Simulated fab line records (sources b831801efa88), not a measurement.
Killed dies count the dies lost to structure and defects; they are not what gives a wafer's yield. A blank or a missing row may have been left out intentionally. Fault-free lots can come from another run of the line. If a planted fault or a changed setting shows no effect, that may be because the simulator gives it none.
A struck lot beside a sound one    flow sky130    27 steps out of a route of 708
Sound: these wafers, L634.1, L634.2, L634.5. Struck: wafers L637.2, L637.3, L637.6. Last of all comes the cause.
At each step with rows: each side's tool, then ch and its chambers, then its first start. Under that, the readings that differ: sound wafers    struck wafers    difference of the means    sigmas: that difference in standard deviations of wafers without a fault.
alike: readings with means less than 2 such deviations apart, plus words and numbers identical on both sides. not compared: withheld readings, readings lacking a value on some wafer, bounds such as >300 that could conceal the same value, and numbers that have no deviation in the record and whose values overlap.
The two part at a step that has a row with sigmas, a row that says differs or no value, or rows on one side only. Non-overlapping numbers with no deviation appear without sigmas and do not part them. Lack of a reading on every wafer of one side parts them only where that side has two or more wafers.

first, 10 steps without rows for these wafers: SKY_LOCAL_INTERCONNECT_SOFTBAKE_07 (time 90 s); SKY_LOCAL_INTERCONNECT_EXPOSE_08 (exposes mask LI1M, target cd 170 nm); SKY_LOCAL_INTERCONNECT_PEB_09; SKY_LOCAL_INTERCONNECT_DEVELOP_10 (develop time 60 s); SKY_LOCAL_INTERCONNECT_ETCH_13 (etches BARC in N2/H2, stops on SiO2, time 45.9 s, target depth 60 nm); SKY_LOCAL_INTERCONNECT_METAL_ETCH_14 (etches TiN in Cl2/BCl3, stops on PSG, target depth 110 nm, time 31.4 s); SKY_LOCAL_INTERCONNECT_STRIP_15 (strips in O2/N2); SKY_LOCAL_INTERCONNECT_STRIP_16 (strips in post etch residue remover, time 1200 s); SKY_LOCAL_INTERCONNECT_CLEAN_17 (cleans in IPA, time 180 s); SKY_LOCAL_INTERCONNECT_CLEAN_18 (cleans in O3/DIW).
SKY_CONTACT_CVD_00: deposits Si3N4, target thk 75 nm.
  sound on pecvd-02 ch 0,1,2, day 31 11:14; struck on pecvd-02 ch 0,1,2, day 32 13:00
  alike: heater-power-outer-w, heater-power-w
SKY_CONTACT_THK_MEAS_01:
  sound on film-metro-01 at day 31 11:16; struck on film-metro-01 at day 32 13:39
reading                  sound           struck             difference  sigmas
CONTACT_CVD_00_THK (nm)  73.6 74.0 77.3  146.8 152.2 150.2  +74.8       +62
then, 12 steps without rows for these wafers: SKY_CONTACT_HDPCVD_02 (deposits SiO2, target thk 565 nm, time 94.2 s); SKY_CONTACT_CMP_04 (polishes SiO2); SKY_CONTACT_DEHYDRATE_06 (time 60 s); SKY_CONTACT_HMDS_07 (prime time 60 s); SKY_CONTACT_COAT_08 (resist thk 60 nm); SKY_CONTACT_COAT_09 (resist thk 450 nm); SKY_CONTACT_SOFTBAKE_10 (time 90 s); SKY_CONTACT_EXPOSE_11 (exposes mask CTM1, target cd 170 nm); SKY_CONTACT_PEB_12; SKY_CONTACT_DEVELOP_13 (develop time 60 s); SKY_CONTACT_ETCH_16 (etches BARC in N2/H2, stops on SiO2, time 44.62 s, target depth 60 nm); SKY_CONTACT_ETCH_17 (etches SiO2 in C4F8/O2/Ar, stops on Si3N4, target depth 340 nm).
SKY_CONTACT_ETCH_18: etches Si3N4 in CHF3/O2, stops on TiN, time 39 s, target depth 75 nm.
  sound on rie-diel-02 ch 0,1; struck on rie-diel-03 ch 0,2,3
reading                   sound              struck             difference  sigmas
oes-product-au (a.u.)     0.841 0.856 0.862  0.995 0.997 0.992  +0.142      +18
throttle-valve-pct (%)    8.785 8.800 8.800  8.833 8.823 8.832  +0.034      +4
model.etch.depth-nm (nm)  73.57 74.06 77.29  97.06 96.52 97.03  +21.90      
  alike: chamber-pressure-mTorr, drypump-motor-current-A
  not compared: rf-hours-counter-h
then, 1 step without rows for these wafers: SKY_CONTACT_STRIP_19 (strips in O2/N2).
-- the record jumps here: 15 days lie between the struck wafers' starts before and after (it left off in module CONTACT and takes up again in module PAD_OPEN, whose first step shown is number 708 of the route) --
SKY_PAD_OPEN_PROBE_99:
  only the struck wafers here have rows in the record (prober-01, day 47 06:33); the sound ones have none

WHERE THEY PART
Last at SKY_PAD_OPEN_PROBE_99 as far as this record goes, first at SKY_CONTACT_THK_MEAS_01.

WHY: what had been put in by the simulator
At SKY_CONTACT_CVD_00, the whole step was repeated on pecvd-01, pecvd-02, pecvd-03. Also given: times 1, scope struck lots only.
